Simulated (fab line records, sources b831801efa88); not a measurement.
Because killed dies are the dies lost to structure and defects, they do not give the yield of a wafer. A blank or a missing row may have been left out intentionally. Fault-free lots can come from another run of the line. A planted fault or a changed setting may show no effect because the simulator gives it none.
Which tool did it? ; flow gf180mcu ; 12 lots, 35 wafers sampled, at 5 steps of a route of 602

WHAT THE GAUGES READ, wafer by wafer
GF_V2_OVL_MEAS_15. Usual: V2_OVL -1 nm, standard deviation 4.9.
lot;measured;on;V2_OVL (nm);flag
L907;day 21 02:30;overlay-02;1 -6 2;
L908;day 21 03:19;overlay-01;6 1 -1;
L910;day 21 07:51;overlay-02;6 3 0;
L911;day 21 10:16;overlay-01;-3 -2 -2;
L912;day 21 18:13;overlay-01;4 -4 -2;
L913;day 22 03:42;overlay-01;-11 -8 -13;
L915;day 22 20:27;overlay-01;-2 -11 -2;
L916;day 23 00:55;overlay-02;2 2 0;
L918;day 23 15:37;overlay-02;-4 -3 0;
L926;day 26 15:03;overlay-01;-2 1;
L927;day 26 21:25;overlay-01;9 0 0;
L929;day 27 12:10;overlay-02;2 -4 1;

GF_M3_THK_MEAS_06: measures by xrf. Usual: M3_ALCU_THK 451 nm, standard deviation 5.4.
lot;measured;on;M3_ALCU_THK (nm);flag
L907;day 21 04:14;film_metro-03;462 448 448;
L908;day 21 05:07;film_metro-01;451 448 445;
L910;day 21 10:05;film_metro-03;448 458 454;
L911;day 21 12:00;film_metro-04;448 458 447;
L912;day 21 19:57;film_metro-03;447 447 446;
L913;day 22 05:26;film_metro-04;447 463 461;
L915;day 22 22:11;film_metro-01;456 465 462;
L916;day 23 02:40;film_metro-04;447 443 448;
L918;day 23 17:22;film_metro-01;449 465 457;
L926;day 26 16:47;film_metro-03;433 449;
L927;day 26 23:11;film_metro-04;445 432 449;
L929;day 27 13:56;film_metro-04;457 448 459;

TOOL THAT RAN EACH LOT (tool first, then ch and the chambers of the sampled wafers, then the start)
lot;GF_V2_ETCH_16;GF_V2_STRIP_18;GF_M3_SPUTTER_04
L907;rie_diel-01 ch 0,2,3, day 21 02:32;plasma_asher-01 ch 1, day 21 02:40;pvd_sputter-04, day 21 04:04
L908;rie_diel-01 ch 0,1,3, day 21 03:20;plasma_asher-02 ch 0,1, day 21 03:28;pvd_sputter-03, day 21 04:57
L910;rie_diel-04 ch 0,2, day 21 07:53;plasma_asher-04 ch 0,1, day 21 08:01;pvd_sputter-03, day 21 09:55
L911;rie_diel-02 ch 0,1,3, day 21 10:17;plasma_asher-02 ch 0,1, day 21 10:27;pvd_sputter-03, day 21 11:49
L912;rie_diel-04 ch 1,2, day 21 18:14;plasma_asher-02 ch 0,1, day 21 18:24;pvd_sputter-03, day 21 19:46
L913;rie_diel-04 ch 0,1,3, day 22 03:44;plasma_asher-01 ch 0,1, day 22 03:52;pvd_sputter-04, day 22 05:16
L915;rie_diel-04 ch 0,1,2, day 22 20:29;plasma_asher-01 ch 0,1, day 22 20:37;pvd_sputter-04, day 22 22:01
L916;rie_diel-01 ch 0,1,2, day 23 00:56;plasma_asher-01 ch 0, day 23 01:04;pvd_sputter-03, day 23 02:30
L918;rie_diel-02 ch 0,1,3, day 23 15:39;plasma_asher-02 ch 0,1, day 23 15:48;pvd_sputter-04, day 23 17:10
L926;rie_diel-04 ch 0, day 26 15:05;plasma_asher-02 ch 0,1, day 26 15:13;pvd_sputter-03, day 26 16:38
L927;rie_diel-01 ch 0,2,3, day 26 21:26;plasma_asher-01 ch 0,1, day 26 21:34;pvd_sputter-03, day 26 23:01
L929;rie_diel-02 ch 1,2,3, day 27 12:11;plasma_asher-02 ch 0,1, day 27 12:21;pvd_sputter-04, day 27 13:46
- GF_V2_ETCH_16: etches BARC in N2/H2.
- GF_V2_STRIP_18: strips in O2/N2.
- GF_M3_SPUTTER_04: material TiN, target thk 50 nm, time 41.7 s.

AS READ BY THE TOOLS THEMSELVES (means over the sampled wafers that have a number; for cases with no such wafer, the mark the record gives instead)
GF_V2_ETCH_16. Usual: drypump_motor_current_A 5.8 A, standard deviation 0.47; oes_product_au 0.856 a.u., standard deviation 0.0046; throttle_valve_pct 13.226 %, standard deviation 0.0085.
lot;tool;drypump_motor_current_A (A);oes_product_au (a.u.);throttle_valve_pct (%);flag
L907;rie_diel-01;6.0;0.858;13.226;
L908;rie_diel-01;5.9;0.860;13.232;
L910;rie_diel-04;5.5;0.855;13.239;
L911;rie_diel-02;5.6;0.856;13.227;
L912;rie_diel-04;6.1;0.852;13.225;
L913;rie_diel-04;5.5;0.858;13.231;
L915;rie_diel-04;5.8;0.853;13.231;
L916;rie_diel-01;6.0;0.852;13.226;
L918;rie_diel-02;5.6;0.860;13.221;
L926;rie_diel-04;5.0;0.852;13.220;
L927;rie_diel-01;6.0;0.855;13.223;
L929;rie_diel-02;5.5;0.856;13.226;

GF_V2_STRIP_18. Usual: drypump_motor_current_A 5.8 A, standard deviation 0.45; heater_power_w 331 W, standard deviation 39; oes_product_au 0.593 a.u., standard deviation 0.0043.
lot;tool;drypump_motor_current_A (A);heater_power_w (W);oes_product_au (a.u.);flag
L907;plasma_asher-01;5.0;291;0.593;
L908;plasma_asher-02;6.1;355;0.595;
L910;plasma_asher-04;5.9;322;0.599;
L911;plasma_asher-02;6.1;390;0.591;
L912;plasma_asher-02;6.1;362;0.593;
L913;plasma_asher-01;5.1;296;0.589;
L915;plasma_asher-01;5.0;296;0.591;
L916;plasma_asher-01;5.2;313;0.593;
L918;plasma_asher-02;6.1;389;0.590;
L926;plasma_asher-02;6.1;375;0.589;
L927;plasma_asher-01;5.0;302;0.592;
L929;plasma_asher-02;6.1;359;0.595;

GF_M3_SPUTTER_04. Usual: throttle_valve_pct 30.7 %, standard deviation 1.3.
lot;tool;throttle_valve_pct (%);flag
L907;pvd_sputter-04;30.1;
L908;pvd_sputter-03;31.0;
L910;pvd_sputter-03;31.1;
L911;pvd_sputter-03;31.5;
L912;pvd_sputter-03;31.4;
L913;pvd_sputter-04;30.7;
L915;pvd_sputter-04;30.5;
L916;pvd_sputter-03;29.4;
L918;pvd_sputter-04;30.6;
L926;pvd_sputter-03;31.9;
L927;pvd_sputter-03;31.3;
L929;pvd_sputter-04;30.7;

THE ANSWER, worked out from the rows above alone
Rule: a lot is off if the mean of its wafers that have a number lies more than 3 standard deviations from the usual mean. Also off: a lot with no number at a reading for which 4 or more lots have one. Where the step has rows for the other lots, those lots are counted as sound. First the gauges in route order, then the tools' own readings, where a lot's mean is used as printed above. At the first step where some lot is off, the reading lying furthest off is the one used; lots without a number count as furthest.
None of the lots is off at any reading shown; this tells nothing.

WHAT THE SIMULATOR HAD INSERTED
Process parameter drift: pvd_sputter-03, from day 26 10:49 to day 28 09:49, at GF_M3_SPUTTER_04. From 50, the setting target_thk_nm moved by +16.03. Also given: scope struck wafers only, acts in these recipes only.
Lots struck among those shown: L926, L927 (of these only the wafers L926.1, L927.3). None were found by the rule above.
